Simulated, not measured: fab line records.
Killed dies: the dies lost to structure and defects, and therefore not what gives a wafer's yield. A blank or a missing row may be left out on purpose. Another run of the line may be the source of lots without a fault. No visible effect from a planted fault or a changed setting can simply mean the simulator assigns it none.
Which tool did it? ; flow sky130 ; 42 wafers from 14 lots sampled at 5 of the route's 708 steps

## WHAT THE GAUGES READ, wafer by wafer
SKY_NWELL_OVL_MEAS_10.
lot;measured;on;NWELL_00_OVL (nm)
L718;day 4 14:47;overlay-01;-0.1 1.1 0.8
L719;day 4 21:23;overlay-01;0.0 1.8 1.2
L722;day 5 13:32;overlay-02;0.8 -1.2 2.3
L723;day 5 18:32;overlay-01;0.1 2.0 0.9
L730;day 7 14:36;overlay-02;0.5 2.5 2.4
L731;day 7 22:42;overlay-02;0.8 1.6 -1.2
L732;day 8 06:05;overlay-01;-0.3 1.1 -2.6
L733;day 8 12:11;overlay-02;0.3 -1.2 1.0
L734;day 8 12:26;overlay-01;-1.0 -0.5 -1.0
L735;day 8 17:13;overlay-01;-0.1 -0.1 -1.3
L736;day 9 06:26;overlay-02;-0.6 -0.6 -0.6
L739;day 9 21:20;overlay-02;-2.4 1.1 -1.6
L738;day 9 21:54;overlay-02;-0.5 -3.0 -1.6
L740;day 10 01:00;overlay-01;-0.9 0.3 -2.1

SKY_SONOS_ONO_THK_MEAS_03.
lot;measured;on;SONOS_ONO_CVD_02_THK (nm)
L718;day 11 13:29;filmMetro-04;10.61 10.62 10.48
L719;day 11 20:40;filmMetro-03;10.57 10.65 10.57
L722;day 12 20:00;filmMetro-03;13.72 13.73 13.73
L723;day 13 06:53;filmMetro-02;13.79 13.91 13.71
L730;day 16 01:12;filmMetro-02;10.46 10.48 10.49
L731;day 16 01:11;filmMetro-04;10.55 10.58 10.70
L732;day 16 20:54;filmMetro-03;10.37 10.47 10.40
L733;day 17 00:36;filmMetro-04;10.48 10.50 10.54
L734;day 17 00:35;filmMetro-03;10.17 10.39 10.40
L735;day 17 10:25;filmMetro-04;10.43 10.48 10.35
L736;day 17 22:59;filmMetro-04;10.43 10.34 10.45
L739;day 18 16:10;filmMetro-02;10.61 10.47 10.50
L738;day 18 20:22;filmMetro-02;10.51 10.55 10.62
L740;day 18 23:11;filmMetro-02;10.49 10.63 10.53

SKY_SONOS_ONO_OVL_MEAS_14.
lot;measured;on;SONOS_ONO_OVL (nm)
L718;day 12 14:49;overlay-02;0.4 1.1 2.3
L719;day 12 22:16;overlay-01;0.8 0.0 -0.9
L722;day 13 23:19;overlay-01;-0.9 -1.6 1.7
L723;day 14 09:18;overlay-02;-0.1 -1.7 -1.1
L730;day 17 06:17;overlay-01;1.2 3.4 2.4
L731;day 17 06:06;overlay-01;0.9 0.0 -1.1
L732;day 18 02:04;overlay-01;0.3 1.0 -0.5
L733;day 18 10:56;overlay-02;-0.6 -0.2 0.6
L734;day 18 10:21;overlay-02;2.1 -2.1 2.5
L735;day 18 16:18;overlay-01;1.0 -0.3 0.1
L736;day 19 05:38;overlay-01;1.1 -0.5 -0.9
L739;day 20 00:56;overlay-02;-0.2 -0.9 0.3
L738;day 20 04:38;overlay-01;0.1 -0.4 0.6
L740;day 20 07:48;overlay-01;1.0 0.8 -0.1

SKY_GATE_OXIDE_THK_MEAS_02.
lot;measured;on;GATE_OXIDE_OXIDATION_00_THK (nm)
L718;day 12 17:12;filmMetro-04;10.09 10.10 10.14
L719;day 13 00:36;filmMetro-01;9.93 10.07 10.08
L722;day 14 01:14;filmMetro-01;10.29 10.41 10.41
L723;day 14 11:58;filmMetro-04;9.83 9.93 10.09
L730;day 17 14:56;filmMetro-03;10.01 10.03 9.93
L731;day 17 14:55;filmMetro-01;10.23 9.98 10.07
L732;day 18 05:21;filmMetro-04;10.27 10.19 10.20
L733;day 18 13:47;filmMetro-01;10.23 10.04 9.90
L734;day 18 13:43;filmMetro-03;9.91 10.22 10.02
L735;day 18 18:32;filmMetro-03;10.27 10.14 10.30
L736;day 19 07:25;filmMetro-01;10.14 10.11 10.04
L739;day 20 02:41;filmMetro-01;9.83 10.15 10.03
L738;day 20 08:25;filmMetro-01;10.16 10.05 10.06
L740;day 20 09:49;filmMetro-03;9.95 9.79 9.86

## TOOL THAT RAN EACH LOT (tool first, then ch and the chambers of the sampled wafers, then the start)
lot;SKY_SONOS_ONO_CVD_02
L718;lpcvd-02 ch 1, day 11 12:26
L719;lpcvd-02 ch 0, day 11 19:37
L722;lpcvd-02 ch 0, day 12 18:25
L723;lpcvd-02 ch 1, day 13 05:17
L730;lpcvd-02 ch 0, day 16 00:08
L731;lpcvd-02 ch 0, day 16 00:08
L732;lpcvd-02 ch 1, day 16 19:51
L733;lpcvd-02 ch 0, day 16 23:32
L734;lpcvd-02 ch 0, day 16 23:32
L735;lpcvd-02 ch 0, day 17 09:20
L736;lpcvd-02 ch 0, day 17 21:55
L739;lpcvd-02 ch 1, day 18 15:07
L738;lpcvd-02 ch 0, day 18 19:19
L740;lpcvd-02 ch 1, day 18 22:08
- SKY_SONOS_ONO_CVD_02: deposits Si3N4 from DCS/NH3, target thk 10.5 nm, time 180 s.

## AS READ BY THE TOOLS THEMSELVES (means over the sampled wafers that have a number; for cases with no such wafer, the mark the record gives instead)
SKY_SONOS_ONO_CVD_02.
lot;tool;zonePowerTopPct (%)
L718;lpcvd-02;23.5
L719;lpcvd-02;25.0
L722;lpcvd-02;24.9
L723;lpcvd-02;23.5
L730;lpcvd-02;25.0
L731;lpcvd-02;24.5
L732;lpcvd-02;23.4
L733;lpcvd-02;24.7
L734;lpcvd-02;24.8
L735;lpcvd-02;24.6
L736;lpcvd-02;24.8
L739;lpcvd-02;23.6
L738;lpcvd-02;24.8
L740;lpcvd-02;23.4

## THE ANSWER, worked out from the rows above alone
Rule: usual is defined by the lots themselves. The widest of any qualifying gaps counts: lots, ordered by their means at a reading, are off when they make up no more than a third of the lots, leave a main group of 4 or more, and stand apart from it by 3 or more times the standard deviation of that group's means. Not used: any main group whose means are identical at the precision the tables above print for the reading. Also off: a lot with no number at a reading for which 4 or more lots have one. Where the step has rows for the other lots, those lots are counted as sound. First the gauges in route order, then the tools' own readings, where a lot's mean is used as printed above. The first step at which some lot is off is used, and at that step the reading that is off furthest; a lot without a number counts as furthest.
Off: at SKY_SONOS_ONO_THK_MEAS_03 (SONOS_ONO_CVD_02_THK), L722, L723. The main group has a mean of 10.50 nm with a standard deviation of 0.086.
If a tool, at a process step before that reading, ran all the lots that are off and no sound lot after the first of them, it fits. Those tools and the gauges at SKY_SONOS_ONO_THK_MEAS_03 are tried in the same way. Not one of the candidates tried fits.

## WHAT THE SIMULATOR HAD PUT IN
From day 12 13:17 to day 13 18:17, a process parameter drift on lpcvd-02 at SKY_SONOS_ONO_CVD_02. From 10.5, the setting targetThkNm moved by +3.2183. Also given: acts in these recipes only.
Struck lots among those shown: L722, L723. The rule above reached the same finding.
